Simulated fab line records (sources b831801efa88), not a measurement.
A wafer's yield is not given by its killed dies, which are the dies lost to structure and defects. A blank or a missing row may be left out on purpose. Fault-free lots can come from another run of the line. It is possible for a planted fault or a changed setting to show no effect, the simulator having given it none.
A struck lot beside a sound one | flow sky130 | 15 out of 708 route steps
Sound: the wafers L521.2, L521.3, L521.4. Struck: wafer L532.5. (L532.1, L532.4 of the same lot were not struck and are left out.) The cause comes at the end.
Order at every step that has rows: each side's tool, ch and its chambers, its first start. Under that, the readings that differ: sound wafers | struck wafers | difference of the means | sigmas: that difference in standard deviations of wafers without a fault.
alike: words and numbers the same on both sides, and readings whose means are apart by under 2 such deviations; not compared: readings that were withheld, readings missing a value for some wafer, numbers with overlapping values and no deviation given by the record, and bounds like >300 which may hide the same value.
A row with sigmas, a row that says differs or no value, or rows on one side alone: a step with any of these is where the two part. Non-overlapping numbers with no deviation appear without sigmas and do not part them. Lack of a reading on every wafer of one side parts them only where that side has two or more wafers.

first, 2 steps without rows for these wafers: SKY_CONTACT_ETCH_17 (etches SiO2 in C4F8/O2/Ar, stops on Si3N4, target depth 340 nm); SKY_CONTACT_ETCH_18 (etches Si3N4 in CHF3/O2, stops on TiN, time 39 s, target depth 75 nm).
SKY_CONTACT_STRIP_19: strips in O2/N2.
  sound on plasma_asher-01 ch 0,1, day 31 08:26; struck on plasma_asher-01 ch 0, day 35 01:42
  alike: drypump_motor_current_A, oes_product_au, strip_time_to_endpoint_s
  not compared: rf_hours_counter_h
then, 4 steps without rows for these wafers: SKY_CONTACT_STRIP_20 (strips in post etch residue remover, time 1200 s); SKY_CONTACT_CLEAN_21 (cleans in IPA, time 180 s); SKY_CONTACT_CLEAN_22 (cleans in O3/DIW); SKY_CONTACT_SPUTTER_23 (material TiN, target thk 20 nm, time 80 s).
SKY_CONTACT_CVD_24: deposits W, target thk 340 nm, time 102.12 s.
  sound on cvd_w-01 ch 0, day 31 09:08; struck on cvd_w-01 ch 1, day 35 02:22
  alike: heater_power_outer_w, heater_power_w
SKY_CONTACT_RS_MEAS_25: measures by four-point-probe.
  sound on film_metro-02, day 31 09:21; struck on film_metro-02, day 35 02:28
  alike: CONTACT_W_RS
SKY_CONTACT_THK_MEAS_26: measures by xrf.
  sound on film_metro-02, day 31 09:28; struck on film_metro-02, day 35 02:35
  alike: CONTACT_W_THK
SKY_CONTACT_CMP_27: polishes, stops on SiO2, t overpolish 15 s, target thk 0 nm.
  sound on cmp-01 ch 0,1,3, day 31 09:31; struck on cmp-02 ch 1, day 35 02:39
  alike: motor_current_A, overpolish_run_s, time_to_endpoint_s
SKY_METAL1_SPUTTER_00: material Ti, target thk 15 nm, time 10 s.
  sound on pvd_sputter-01, day 31 09:49; struck on pvd_sputter-02, day 35 02:57
  alike: throttle_valve_pct
SKY_METAL1_SPUTTER_01: material TiN, target thk 20 nm, time 16.7 s.
  sound on pvd_sputter-01, day 31 09:50; struck on pvd_sputter-02, day 35 02:58
  reading                                    | sound             | struck | difference | sigmas
  model.TiN_of_METAL1_SPUTTER_01.thk_nm (nm) | 20.17 20.14 20.25 | 31.06  | +10.87     |
  alike: throttle_valve_pct
SKY_METAL1_SPUTTER_02: material AlCu, target thk 250 nm, time 13.3 s.
  sound on pvd_sputter-01, day 31 09:51; struck on pvd_sputter-02, day 35 03:00
  alike: throttle_valve_pct
then, 1 step without rows for these wafers: SKY_PAD_OPEN_PROBE_99.

== WHERE THEY PART ==
Nowhere in this record.

WHY: whatever the simulator had introduced
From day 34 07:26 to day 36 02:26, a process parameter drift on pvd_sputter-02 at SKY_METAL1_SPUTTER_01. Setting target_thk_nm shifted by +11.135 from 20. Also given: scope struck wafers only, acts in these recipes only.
